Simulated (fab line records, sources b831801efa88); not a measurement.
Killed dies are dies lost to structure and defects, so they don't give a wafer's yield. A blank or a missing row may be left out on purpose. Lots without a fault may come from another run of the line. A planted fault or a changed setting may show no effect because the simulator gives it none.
Chamber matching | flow gf180mcu | GF_PASSIVATION_CVD_02 on pecvd-03: 3 sister chambers
The step deposits Si3N4, target thk 700 nm, time 486.18 s. 3 wafers are shown with their chamber, then 10 later ones without.

WAFERS WITH THEIR CHAMBER
wafer  | chamber | heater_power_w (W)
L081.2 | 0       | 564
L085.2 | 1       | 522
L085.3 | 2       | 603

WAFERS WITHOUT THEIR CHAMBER
wafer  | heater_power_w (W)
L085.4 | 680
L090.1 | 536
L090.2 | 617
L090.4 | 557
L091.2 | 612
L091.5 | 654
L091.6 | 529
L094.1 | 652
L094.5 | 525
L094.6 | 542

WHICH CHAMBER EACH WENT THROUGH
wafer  | from the rows above          | in truth
L085.4 | can't be placed: 2 or 0      | 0
L090.1 | can't be placed: 1 or 0 or 2 | 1
L090.2 | can't be placed: 2 or 0      | 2
L090.4 | can't be placed: 0 or 1 or 2 | 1
L091.2 | can't be placed: 2 or 0      | 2
L091.5 | can't be placed: 2 or 0      | 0
L091.6 | can't be placed: 1 or 0 or 2 | 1
L094.1 | can't be placed: 2 or 0      | 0
L094.5 | can't be placed: 1 or 0      | 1
L094.6 | can't be placed: 1 or 0 or 2 | 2
Placed correctly: 0 of 10. Can't be placed from these rows: 10 (the true chamber is among the candidates in 10). Placed wrongly: 0.
How it was worked out, from the rows above alone: a wafer's distance from a chamber is the root of the sum, over the readings, of the square of ((its reading less the chamber's mean) divided by the reading's scatter). The wafer belongs to the nearest chamber; if the next one is less than 2 further off, it can't be placed. A chamber's mean is the mean of its shown wafers. The scatter: with one shown wafer a chamber, the root of the mean of the squares of how far each hidden wafer lies from its nearest shown one.
